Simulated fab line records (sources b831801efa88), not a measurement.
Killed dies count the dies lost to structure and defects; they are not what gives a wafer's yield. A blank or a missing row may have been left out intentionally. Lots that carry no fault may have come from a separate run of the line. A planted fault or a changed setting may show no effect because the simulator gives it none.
Chamber matching | flow sky130 | SKY_VIA2_CMP_02 on cmp-01: 4 sister chambers
The step polishes SiO2. 8 wafers are shown with their chamber, then 12 later ones without.

## WAFERS PAIRED WITH THEIR CHAMBERS
wafer  | chamber | motor-current-A (A)
L089.6 | 1       | 11.8
L089.1 | 2       | 13.5
L089.3 | 1       | 11.7
L090.1 | 3       | 10.4
L090.4 | 2       | 14.0
L093.1 | 3       | 10.8
L093.4 | 0       | 12.0
L093.5 | 0       | 11.8

## WAFERS WITH NO CHAMBER GIVEN
wafer  | motor-current-A (A)
L093.2 | 13.8
L093.3 | 11.8
L093.6 | 10.5
L095.2 | 10.1
L095.4 | 11.9
L095.5 | 13.6
L095.1 | 12.4
L095.3 | 13.3
L095.6 | 11.7
L096.3 | 14.5
L096.4 | 11.3
L096.6 | 12.2

## WHICH CHAMBER EACH WENT THROUGH
wafer  | from the rows above          | in truth
L093.2 | 2                            | 2
L093.3 | can't be placed: 1 or 0      | 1
L093.6 | 3                            | 3
L095.2 | 3                            | 3
L095.4 | can't be placed: 0 or 1      | 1
L095.5 | 2                            | 2
L095.1 | can't be placed: 0 or 1      | 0
L095.3 | 2                            | 2
L095.6 | can't be placed: 1 or 0      | 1
L096.3 | 2                            | 2
L096.4 | can't be placed: 1 or 0 or 3 | 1
L096.6 | can't be placed: 0 or 1      | 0
Correctly placed: 6 of 12. Can't be placed from these rows: 6 (the true chamber is among the candidates in 6). Number placed wrongly: 0.
How it was worked out, from the rows above alone: a wafer's distance from a chamber is the root of the sum, over the readings, of the square of ((its reading less the chamber's mean) divided by the reading's scatter). If the next closest chamber is less than 2 further off than the closest, the wafer can't be placed; otherwise it belongs to the closest. A chamber's mean is the mean of its shown wafers. The scatter is the square root of a quotient: the sum, over the shown wafers, of each reading's squared deviation from its chamber's mean, divided by wafers minus chambers.
